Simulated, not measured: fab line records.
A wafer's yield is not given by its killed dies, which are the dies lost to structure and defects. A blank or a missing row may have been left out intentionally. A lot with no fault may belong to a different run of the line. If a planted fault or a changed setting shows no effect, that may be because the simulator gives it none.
fab line records :: flow gf180mcu :: part 2 of 2: steps 31 to 39 of 39
[record]
  lots = 5
  wafers = 15
  last-day = 33
route steps=602 shown M1@326 V1@335 M2@362
lots that met no fault: from a run of the same line without faults
start-h: the number of hours between the record's first day and the start of the first shown wafer of the lot :: wait-h: hours from the lot's prior step to this one :: " unchanged from the row above :: L1.1+2: one row covering several wafers at once :: - no value present, or no start provided :: * or withheld: withheld :: < > ~ a bound
route shown NAME@n: a module of which the file shows steps, and the number in the route of the first :: usual: mean and standard deviation over wafers with no fault :: same: alike in all rows :: chamber/n: place in a boat :: sites: readings site by site :: _std_site: standard deviation of those values :: _edge_site: the outer-site mean with the inner-site mean subtracted :: radius-mm: how far each site lies from the wafer's centre :: mask NAME#n: copy n :: behind: tool/chamber where the wafer was last shaped :: hold: why the lot went on hold/how many hours it stayed there/how the hold came to an end :: device: the transistor (n, p or np) that didn't switch :: end of line: the route-end tests of the same wafers :: step lacking rows: just its recipe :: killed: dies that structure and defects cost at the first sort, which is not the same as the wafer's yield :: map: a wafer's dies, x killed, . not, _ none there
set.NAME: the setting as run; set.NAME@STEP: as run at that earlier step :: model.NAME: the simulator's own value behind a step, which no gauge read
lots at some steps of the route; a table a step, a row a wafer
services: when a tool's chamber went out of use (start-h, in hours from the record's first day, below 0 if earlier), for how many hours, and the reason
[[steps]]
[step GF_V1_SPUTTER_21]
[recipe]
  material = Ti
  target-thk-nm = 15
  chamber-pressure-pa = 5
  power-w = 2500
  substrate-temp-c = 200
  time-s = 80.02
[usual]
  throttle-valve-pct = 29.5/0.97
lot.wafer: L074.2
tool: pvd-sputter-03
chamber: -
start-h: 411.81
wait-h: 0.0
throttle-valve-pct: 28.9

lot.wafer: L074.4
tool: pvd-sputter-03
chamber: -
start-h: 411.81
wait-h: 0.0
throttle-valve-pct: 30.5

lot.wafer: L074.6
tool: pvd-sputter-03
chamber: -
start-h: 411.81
wait-h: 0.0
throttle-valve-pct: 30.5

lot.wafer: L075.4
tool: pvd-sputter-01
chamber: -
start-h: 418.64
wait-h: 0.0
throttle-valve-pct: 28.2

lot.wafer: L075.5
tool: pvd-sputter-01
chamber: -
start-h: 418.64
wait-h: 0.0
throttle-valve-pct: 29.4

lot.wafer: L075.6
tool: pvd-sputter-01
chamber: -
start-h: 418.64
wait-h: 0.0
throttle-valve-pct: 30.1

lot.wafer: L078.3
tool: pvd-sputter-02
chamber: -
start-h: 449.44
wait-h: 0.0
throttle-valve-pct: 30.7

lot.wafer: L078.4
tool: pvd-sputter-02
chamber: -
start-h: 449.44
wait-h: 0.0
throttle-valve-pct: 29.2

lot.wafer: L078.6
tool: pvd-sputter-02
chamber: -
start-h: 449.44
wait-h: 0.0
throttle-valve-pct: 29.2

lot.wafer: L090.1
tool: pvd-sputter-03
chamber: -
start-h: 555.01
wait-h: 0.0
throttle-valve-pct: 30.8

lot.wafer: L090.3
tool: pvd-sputter-03
chamber: -
start-h: 555.01
wait-h: 0.0
throttle-valve-pct: 30.7

lot.wafer: L090.5
tool: pvd-sputter-03
chamber: -
start-h: 555.01
wait-h: 0.0
throttle-valve-pct: 28.2

lot.wafer: L093.1
tool: pvd-sputter-02
chamber: -
start-h: 583.59
wait-h: 0.0
throttle-valve-pct: 28.9

lot.wafer: L093.3
tool: pvd-sputter-02
chamber: -
start-h: 583.59
wait-h: 0.0
throttle-valve-pct: 28.9

lot.wafer: L093.5
tool: pvd-sputter-02
chamber: -
start-h: 583.59
wait-h: 0.0
throttle-valve-pct: 29.8
[step GF_V1_SPUTTER_22]
[recipe]
  material = TiN
  target-thk-nm = 10
  chamber-pressure-pa = 5
  power-w = 4000
  time-s = 40
[usual]
  throttle-valve-pct = 29.5/0.97
lot.wafer: L074.2
tool: pvd-sputter-03
chamber: -
start-h: 411.87
wait-h: 0.0
throttle-valve-pct: 28.8

lot.wafer: L074.4
tool: pvd-sputter-03
chamber: -
start-h: 411.87
wait-h: 0.0
throttle-valve-pct: 30.5

lot.wafer: L074.6
tool: pvd-sputter-03
chamber: -
start-h: 411.87
wait-h: 0.0
throttle-valve-pct: 30.5

lot.wafer: L075.4
tool: pvd-sputter-01
chamber: -
start-h: 418.70
wait-h: 0.0
throttle-valve-pct: 28.3

lot.wafer: L075.5
tool: pvd-sputter-01
chamber: -
start-h: 418.70
wait-h: 0.0
throttle-valve-pct: 29.2

lot.wafer: L075.6
tool: pvd-sputter-01
chamber: -
start-h: 418.70
wait-h: 0.0
throttle-valve-pct: 30.6

lot.wafer: L078.3
tool: pvd-sputter-02
chamber: -
start-h: 449.50
wait-h: 0.0
throttle-valve-pct: 30.7

lot.wafer: L078.4
tool: pvd-sputter-02
chamber: -
start-h: 449.50
wait-h: 0.0
throttle-valve-pct: 29.0

lot.wafer: L078.6
tool: pvd-sputter-02
chamber: -
start-h: 449.50
wait-h: 0.0
throttle-valve-pct: 29.0

lot.wafer: L090.1
tool: pvd-sputter-03
chamber: -
start-h: 555.07
wait-h: 0.0
throttle-valve-pct: 30.5

lot.wafer: L090.3
tool: pvd-sputter-03
chamber: -
start-h: 555.07
wait-h: 0.0
throttle-valve-pct: 30.3

lot.wafer: L090.5
tool: pvd-sputter-03
chamber: -
start-h: 555.07
wait-h: 0.0
throttle-valve-pct: 28.1

lot.wafer: L093.1
tool: pvd-sputter-02
chamber: -
start-h: 583.65
wait-h: 0.0
throttle-valve-pct: 29.3

lot.wafer: L093.3
tool: pvd-sputter-02
chamber: -
start-h: 583.65
wait-h: 0.0
throttle-valve-pct: 29.1

lot.wafer: L093.5
tool: pvd-sputter-02
chamber: -
start-h: 583.65
wait-h: 0.0
throttle-valve-pct: 29.8
[step GF_V1_CVD_23]
[recipe]
  material = W
  target-thk-nm = 350
  time-s = 105.05
  temp-c = 400
  pressure-torr = 40
[usual]
  heater-power-w = 814/130
lot.wafer: L074.2
tool: cvd-w-01
chamber: 0
start-h: 411.95
wait-h: 0.1
heater-power-w: 793

lot.wafer: L074.4
tool: cvd-w-01
chamber: 0
start-h: 411.95
wait-h: 0.1
heater-power-w: 810

lot.wafer: L074.6
tool: cvd-w-01
chamber: 0
start-h: 411.95
wait-h: 0.1
heater-power-w: 789

lot.wafer: L075.4
tool: cvd-w-01
chamber: 0
start-h: 418.77
wait-h: 0.1
heater-power-w: 786

lot.wafer: L075.5
tool: cvd-w-01
chamber: 0
start-h: 418.77
wait-h: 0.1
heater-power-w: 787

lot.wafer: L075.6
tool: cvd-w-01
chamber: 1
start-h: 418.77
wait-h: 0.1
heater-power-w: 775

lot.wafer: L078.3
tool: cvd-w-02
chamber: 0
start-h: 449.58
wait-h: 0.1
heater-power-w: 680

lot.wafer: L078.4
tool: cvd-w-02
chamber: 1
start-h: 449.58
wait-h: 0.1
heater-power-w: 995

lot.wafer: L078.6
tool: cvd-w-02
chamber: 0
start-h: 449.58
wait-h: 0.1
heater-power-w: 655

lot.wafer: L090.1
tool: cvd-w-01
chamber: 1
start-h: 555.11
wait-h: 0.0
heater-power-w: 786

lot.wafer: L090.3
tool: cvd-w-01
chamber: 0
start-h: 555.11
wait-h: 0.0
heater-power-w: 793

lot.wafer: L090.5
tool: cvd-w-01
chamber: 0
start-h: 555.11
wait-h: 0.0
heater-power-w: 814

lot.wafer: L093.1
tool: cvd-w-01
chamber: 1
start-h: 583.69
wait-h: 0.0
heater-power-w: 783

lot.wafer: L093.3
tool: cvd-w-01
chamber: 1
start-h: 583.69
wait-h: 0.0
heater-power-w: 804

lot.wafer: L093.5
tool: cvd-w-01
chamber: 1
start-h: 583.69
wait-h: 0.0
heater-power-w: 794
[step GF_V1_RS_MEAS_24]
[recipe]
  thk-meas-gauge = four-point-probe
  reads = W_of_V1_CVD_23+TiN_of_V1_SPUTTER_22+Ti_of_V1_SPUTTER_21
[usual]
  V1_W_RS = 0.326/0.0048
lot.wafer: L074.2
tool: film-metro-01
chamber: -
start-h: 412.16
wait-h: 0.2
V1_W_RS[ohm/sq]: 0.319

lot.wafer: L074.4
tool: film-metro-01
chamber: -
start-h: 412.16
wait-h: 0.2
V1_W_RS[ohm/sq]: 0.319

lot.wafer: L074.6
tool: film-metro-01
chamber: -
start-h: 412.16
wait-h: 0.2
V1_W_RS[ohm/sq]: 0.320

lot.wafer: L075.4
tool: film-metro-01
chamber: -
start-h: 418.91
wait-h: 0.1
V1_W_RS[ohm/sq]: 0.321

lot.wafer: L075.5
tool: film-metro-01
chamber: -
start-h: 418.91
wait-h: 0.1
V1_W_RS[ohm/sq]: 0.321

lot.wafer: L075.6
tool: film-metro-01
chamber: -
start-h: 418.91
wait-h: 0.1
V1_W_RS[ohm/sq]: 0.334

lot.wafer: L078.3
tool: film-metro-02
chamber: -
start-h: 449.69
wait-h: 0.1
V1_W_RS[ohm/sq]: 0.324

lot.wafer: L078.4
tool: film-metro-02
chamber: -
start-h: 449.69
wait-h: 0.1
V1_W_RS[ohm/sq]: 0.325

lot.wafer: L078.6
tool: film-metro-02
chamber: -
start-h: 449.69
wait-h: 0.1
V1_W_RS[ohm/sq]: 0.325

lot.wafer: L090.1
tool: film-metro-02
chamber: -
start-h: 555.22
wait-h: 0.1
V1_W_RS[ohm/sq]: 0.327

lot.wafer: L090.3
tool: film-metro-02
chamber: -
start-h: 555.22
wait-h: 0.1
V1_W_RS[ohm/sq]: 0.319

lot.wafer: L090.5
tool: film-metro-02
chamber: -
start-h: 555.22
wait-h: 0.1
V1_W_RS[ohm/sq]: 0.320

lot.wafer: L093.1
tool: film-metro-02
chamber: -
start-h: 583.80
wait-h: 0.1
V1_W_RS[ohm/sq]: 0.333

lot.wafer: L093.3
tool: film-metro-02
chamber: -
start-h: 583.80
wait-h: 0.1
V1_W_RS[ohm/sq]: 0.336

lot.wafer: L093.5
tool: film-metro-02
chamber: -
start-h: 583.80
wait-h: 0.1
V1_W_RS[ohm/sq]: 0.333
[step GF_V1_THK_MEAS_25]
[recipe]
  thk-meas-gauge = xrf
  reads = W_of_V1_CVD_23
[usual]
  V1_W_THK = 336/6
lot.wafer: L074.2
tool: film-metro-01
chamber: -
start-h: 412.27
wait-h: 0.1
V1_W_THK[nm]: 344

lot.wafer: L074.4
tool: film-metro-01
chamber: -
start-h: 412.27
wait-h: 0.1
V1_W_THK[nm]: 342

lot.wafer: L074.6
tool: film-metro-01
chamber: -
start-h: 412.27
wait-h: 0.1
V1_W_THK[nm]: 343

lot.wafer: L075.4
tool: film-metro-01
chamber: -
start-h: 419.00
wait-h: 0.1
V1_W_THK[nm]: 343

lot.wafer: L075.5
tool: film-metro-01
chamber: -
start-h: 419.00
wait-h: 0.1
V1_W_THK[nm]: 341

lot.wafer: L075.6
tool: film-metro-01
chamber: -
start-h: 419.00
wait-h: 0.1
V1_W_THK[nm]: 328

lot.wafer: L078.3
tool: film-metro-02
chamber: -
start-h: 449.79
wait-h: 0.1
V1_W_THK[nm]: 343

lot.wafer: L078.4
tool: film-metro-02
chamber: -
start-h: 449.79
wait-h: 0.1
V1_W_THK[nm]: 344

lot.wafer: L078.6
tool: film-metro-02
chamber: -
start-h: 449.79
wait-h: 0.1
V1_W_THK[nm]: 342

lot.wafer: L090.1
tool: film-metro-02
chamber: -
start-h: 555.34
wait-h: 0.1
V1_W_THK[nm]: 336

lot.wafer: L090.3
tool: film-metro-02
chamber: -
start-h: 555.34
wait-h: 0.1
V1_W_THK[nm]: 347

lot.wafer: L090.5
tool: film-metro-02
chamber: -
start-h: 555.34
wait-h: 0.1
V1_W_THK[nm]: 345

lot.wafer: L093.1
tool: film-metro-02
chamber: -
start-h: 583.92
wait-h: 0.1
V1_W_THK[nm]: 335

lot.wafer: L093.3
tool: film-metro-02
chamber: -
start-h: 583.92
wait-h: 0.1
V1_W_THK[nm]: 334

lot.wafer: L093.5
tool: film-metro-02
chamber: -
start-h: 583.92
wait-h: 0.1
V1_W_THK[nm]: 335
[step GF_V1_CMP_26]
[recipe]
  stop-on = SiO2
  down-force-psi = 3.5
  platen-rpm = 60
  t-overpolish-s = 15
  target-thk-nm = 0
  pad-velocity-m-s = 0.94248
[usual]
  motor-current-A = 10.9/0.98
  overpolish-run-s = 15.001/0.0094
  time-to-endpoint-s = 85/3.5
[same]
  t-overpolish-s = 15
lot.wafer: L074.2
tool: cmp-02
chamber: 3
start-h: 412.32
wait-h: 0.0
motor-current-A: 10.7
overpolish-run-s: 14.999
time-to-endpoint-s: 88

lot.wafer: L074.4
tool: cmp-02
chamber: 1
start-h: 412.32
wait-h: 0.0
motor-current-A: 11.2
overpolish-run-s: 14.993
time-to-endpoint-s: 81

lot.wafer: L074.6
tool: cmp-02
chamber: 3
start-h: 412.32
wait-h: 0.0
motor-current-A: 10.2
overpolish-run-s: 15.018
time-to-endpoint-s: 83

lot.wafer: L075.4
tool: cmp-01
chamber: 1
start-h: 419.18
wait-h: 0.2
motor-current-A: 10.3
overpolish-run-s: 15.012
time-to-endpoint-s: 82

lot.wafer: L075.5
tool: cmp-01
chamber: 2
start-h: 419.18
wait-h: 0.2
motor-current-A: 12.8
overpolish-run-s: 15.016
time-to-endpoint-s: 90

lot.wafer: L075.6
tool: cmp-01
chamber: 3
start-h: 419.18
wait-h: 0.2
motor-current-A: 11.9
overpolish-run-s: 15.007
time-to-endpoint-s: 85

lot.wafer: L078.3
tool: cmp-02
chamber: 3
start-h: 449.83
wait-h: 0.0
motor-current-A: 10.5
overpolish-run-s: 15.005
time-to-endpoint-s: 82

lot.wafer: L078.4
tool: cmp-02
chamber: 2
start-h: 449.83
wait-h: 0.0
motor-current-A: 10.7
overpolish-run-s: 14.993
time-to-endpoint-s: 89

lot.wafer: L078.6
tool: cmp-02
chamber: 3
start-h: 449.83
wait-h: 0.0
motor-current-A: 10.0
overpolish-run-s: 15.005
time-to-endpoint-s: 84

lot.wafer: L090.1
tool: cmp-02
chamber: 3
start-h: 555.40
wait-h: 0.1
motor-current-A: 9.8
overpolish-run-s: 15.013
time-to-endpoint-s: 80

lot.wafer: L090.3
tool: cmp-02
chamber: 1
start-h: 555.40
wait-h: 0.1
motor-current-A: 11.3
overpolish-run-s: 15.014
time-to-endpoint-s: 84

lot.wafer: L090.5
tool: cmp-02
chamber: 3
start-h: 555.40
wait-h: 0.1
motor-current-A: 10.1
overpolish-run-s: 14.992
time-to-endpoint-s: 83

lot.wafer: L093.1
tool: cmp-01
chamber: 3
start-h: 584.30
wait-h: 0.4
motor-current-A: 11.9
overpolish-run-s: 15.013
time-to-endpoint-s: 84

lot.wafer: L093.3
tool: cmp-01
chamber: 1
start-h: 584.30
wait-h: 0.4
motor-current-A: 9.8
overpolish-run-s: 14.998
time-to-endpoint-s: 79

lot.wafer: L093.5
tool: cmp-01
chamber: 3
start-h: 584.30
wait-h: 0.4
motor-current-A: 11.2
overpolish-run-s: 14.994
time-to-endpoint-s: 86
[step GF_M2_SPUTTER_00]
[recipe]
  material = Ti
  target-thk-nm = 37.5
  arriving-ion-energy-ev = 80
  substrate-temp-c = 200
  chamber-pressure-pa = 2
  power-w = 4000
  time-s = 150
[usual]
  throttle-valve-pct = 29.5/1.1
lot.wafer: L074.2
tool: pvd-sputter-04
chamber: -
start-h: 412.62
wait-h: 0.2
throttle-valve-pct: 30.9

lot.wafer: L074.4
tool: pvd-sputter-04
chamber: -
start-h: 412.62
wait-h: 0.2
throttle-valve-pct: 29.3

lot.wafer: L074.6
tool: pvd-sputter-04
chamber: -
start-h: 412.62
wait-h: 0.2
throttle-valve-pct: 29.5

lot.wafer: L075.4
tool: pvd-sputter-04
chamber: -
start-h: 419.33
wait-h: 0.1
throttle-valve-pct: 30.8

lot.wafer: L075.5
tool: pvd-sputter-04
chamber: -
start-h: 419.33
wait-h: 0.1
throttle-valve-pct: 29.4

lot.wafer: L075.6
tool: pvd-sputter-04
chamber: -
start-h: 419.33
wait-h: 0.1
throttle-valve-pct: 30.7

lot.wafer: L078.3
tool: pvd-sputter-04
chamber: -
start-h: 450.13
wait-h: 0.2
throttle-valve-pct: 30.8

lot.wafer: L078.4
tool: pvd-sputter-04
chamber: -
start-h: 450.13
wait-h: 0.2
throttle-valve-pct: 27.8

lot.wafer: L078.6
tool: pvd-sputter-04
chamber: -
start-h: 450.13
wait-h: 0.2
throttle-valve-pct: 29.4

lot.wafer: L090.1
tool: pvd-sputter-03
chamber: -
start-h: 555.70
wait-h: 0.2
throttle-valve-pct: 30.4

lot.wafer: L090.3
tool: pvd-sputter-03
chamber: -
start-h: 555.70
wait-h: 0.2
throttle-valve-pct: 28.8

lot.wafer: L090.5
tool: pvd-sputter-03
chamber: -
start-h: 555.70
wait-h: 0.2
throttle-valve-pct: 30.4

lot.wafer: L093.1
tool: pvd-sputter-03
chamber: -
start-h: 584.55
wait-h: 0.2
throttle-valve-pct: 30.6

lot.wafer: L093.3
tool: pvd-sputter-03
chamber: -
start-h: 584.55
wait-h: 0.2
throttle-valve-pct: 30.8

lot.wafer: L093.5
tool: pvd-sputter-03
chamber: -
start-h: 584.55
wait-h: 0.2
throttle-valve-pct: 28.5
[step GF_M2_SPUTTER_01]
[recipe]
  material = TiN
  target-thk-nm = 30
  power-w = 6500
  time-s = 25
  chamber-pressure-pa = 0.4
[usual]
  throttle-valve-pct = 29.5/1.1
lot.wafer: L074.2
tool: pvd-sputter-04
chamber: -
start-h: 412.72
wait-h: 0.1
throttle-valve-pct: 31.0

lot.wafer: L074.4
tool: pvd-sputter-04
chamber: -
start-h: 412.72
wait-h: 0.1
throttle-valve-pct: 29.5

lot.wafer: L074.6
tool: pvd-sputter-04
chamber: -
start-h: 412.72
wait-h: 0.1
throttle-valve-pct: 29.5

lot.wafer: L075.4
tool: pvd-sputter-04
chamber: -
start-h: 419.43
wait-h: 0.1
throttle-valve-pct: 31.0

lot.wafer: L075.5
tool: pvd-sputter-04
chamber: -
start-h: 419.43
wait-h: 0.1
throttle-valve-pct: 29.6

lot.wafer: L075.6
tool: pvd-sputter-04
chamber: -
start-h: 419.43
wait-h: 0.1
throttle-valve-pct: 31.1

lot.wafer: L078.3
tool: pvd-sputter-04
chamber: -
start-h: 450.23
wait-h: 0.1
throttle-valve-pct: 30.7

lot.wafer: L078.4
tool: pvd-sputter-04
chamber: -
start-h: 450.23
wait-h: 0.1
throttle-valve-pct: 28.0

lot.wafer: L078.6
tool: pvd-sputter-04
chamber: -
start-h: 450.23
wait-h: 0.1
throttle-valve-pct: 29.7

lot.wafer: L090.1
tool: pvd-sputter-03
chamber: -
start-h: 555.80
wait-h: 0.1
throttle-valve-pct: 30.5

lot.wafer: L090.3
tool: pvd-sputter-03
chamber: -
start-h: 555.80
wait-h: 0.1
throttle-valve-pct: 28.6

lot.wafer: L090.5
tool: pvd-sputter-03
chamber: -
start-h: 555.80
wait-h: 0.1
throttle-valve-pct: 30.5

lot.wafer: L093.1
tool: pvd-sputter-03
chamber: -
start-h: 584.65
wait-h: 0.1
throttle-valve-pct: 30.6

lot.wafer: L093.3
tool: pvd-sputter-03
chamber: -
start-h: 584.65
wait-h: 0.1
throttle-valve-pct: 30.8

lot.wafer: L093.5
tool: pvd-sputter-03
chamber: -
start-h: 584.65
wait-h: 0.1
throttle-valve-pct: 28.7
[step GF_M2_SPUTTER_02]
[recipe]
  material = AlCu
  target-thk-nm = 450
  power-w = 10600
  time-s = 23.9
  chamber-pressure-pa = 0.4
[usual]
  throttle-valve-pct = 29.5/1.1
lot.wafer: L074.2
tool: pvd-sputter-04
chamber: -
start-h: 412.75
wait-h: 0.0
throttle-valve-pct: 31.1

lot.wafer: L074.4
tool: pvd-sputter-04
chamber: -
start-h: 412.75
wait-h: 0.0
throttle-valve-pct: 29.6

lot.wafer: L074.6
tool: pvd-sputter-04
chamber: -
start-h: 412.75
wait-h: 0.0
throttle-valve-pct: 29.7

lot.wafer: L075.4
tool: pvd-sputter-04
chamber: -
start-h: 419.46
wait-h: 0.0
throttle-valve-pct: 30.9

lot.wafer: L075.5
tool: pvd-sputter-04
chamber: -
start-h: 419.46
wait-h: 0.0
throttle-valve-pct: 29.4

lot.wafer: L075.6
tool: pvd-sputter-04
chamber: -
start-h: 419.46
wait-h: 0.0
throttle-valve-pct: 30.9

lot.wafer: L078.3
tool: pvd-sputter-04
chamber: -
start-h: 450.26
wait-h: 0.0
throttle-valve-pct: 30.9

lot.wafer: L078.4
tool: pvd-sputter-04
chamber: -
start-h: 450.26
wait-h: 0.0
throttle-valve-pct: 28.0

lot.wafer: L078.6
tool: pvd-sputter-04
chamber: -
start-h: 450.26
wait-h: 0.0
throttle-valve-pct: 29.4

lot.wafer: L090.1
tool: pvd-sputter-03
chamber: -
start-h: 555.83
wait-h: 0.0
throttle-valve-pct: 30.1

lot.wafer: L090.3
tool: pvd-sputter-03
chamber: -
start-h: 555.83
wait-h: 0.0
throttle-valve-pct: 28.9

lot.wafer: L090.5
tool: pvd-sputter-03
chamber: -
start-h: 555.83
wait-h: 0.0
throttle-valve-pct: 30.7

lot.wafer: L093.1
tool: pvd-sputter-03
chamber: -
start-h: 584.68
wait-h: 0.0
throttle-valve-pct: 30.3

lot.wafer: L093.3
tool: pvd-sputter-03
chamber: -
start-h: 584.68
wait-h: 0.0
throttle-valve-pct: 30.8

lot.wafer: L093.5
tool: pvd-sputter-03
chamber: -
start-h: 584.68
wait-h: 0.0
throttle-valve-pct: 28.6
[[services]]
tool: rie-metal-02
chamber: -
start-h: 352.40
hours: 1.0
kind: repair

tool: krf-scanner-02
chamber: -
start-h: 359.65
hours: 2.0
kind: repair

tool: pvd-sputter-02
chamber: -
start-h: 365.21
hours: 6.0
kind: repair

tool: pvd-sputter-03
chamber: -
start-h: 391.36
hours: 3.1
kind: repair

tool: rie-diel-04
chamber: -
start-h: 402.70
hours: 0.9
kind: repair

tool: cmp-02
chamber: -
start-h: 404.21
hours: 4.0
kind: pm

tool: rie-diel-04
chamber: -
start-h: 418.72
hours: 2.8
kind: pm

tool: rie-diel-04
chamber: 0
start-h: 424.33
hours: 3.7
kind: repair

tool: krf-scanner-02
chamber: -
start-h: 424.49
hours: 1.3
kind: pm

tool: pvd-sputter-03
chamber: -
start-h: 445.67
hours: 4.9
kind: repair

tool: krf-scanner-02
chamber: -
start-h: 446.59
hours: 1.2
kind: repair

tool: wet-bench-01
chamber: -
start-h: 449.47
hours: 0.6
kind: repair

tool: krf-scanner-02
chamber: -
start-h: 454.63
hours: 1.3
kind: repair

tool: wet-bench-01
chamber: -
start-h: 463.41
hours: 1.9
kind: pm

tool: krf-scanner-02
chamber: -
start-h: 476.26
hours: 1.0
kind: pm

tool: rie-diel-04
chamber: 3
start-h: 486.71
hours: 13.6
kind: repair

tool: cmp-02
chamber: -
start-h: 491.17
hours: 2.1
kind: repair

tool: pvd-sputter-04
chamber: -
start-h: 496.23
hours: 25.0
kind: repair

tool: cmp-02
chamber: -
start-h: 498.01
hours: 7.4
kind: repair

tool: krf-scanner-02
chamber: -
start-h: 506.03
hours: 0.8
kind: pm

tool: cmp-02
chamber: -
start-h: 536.79
hours: 5.6
kind: pm

tool: cmp-02
chamber: -
start-h: 541.67
hours: 3.1
kind: repair

tool: cmp-02
chamber: -
start-h: 575.73
hours: 3.0
kind: repair

tool: cmp-02
chamber: -
start-h: 582.23
hours: 8.2
kind: pm
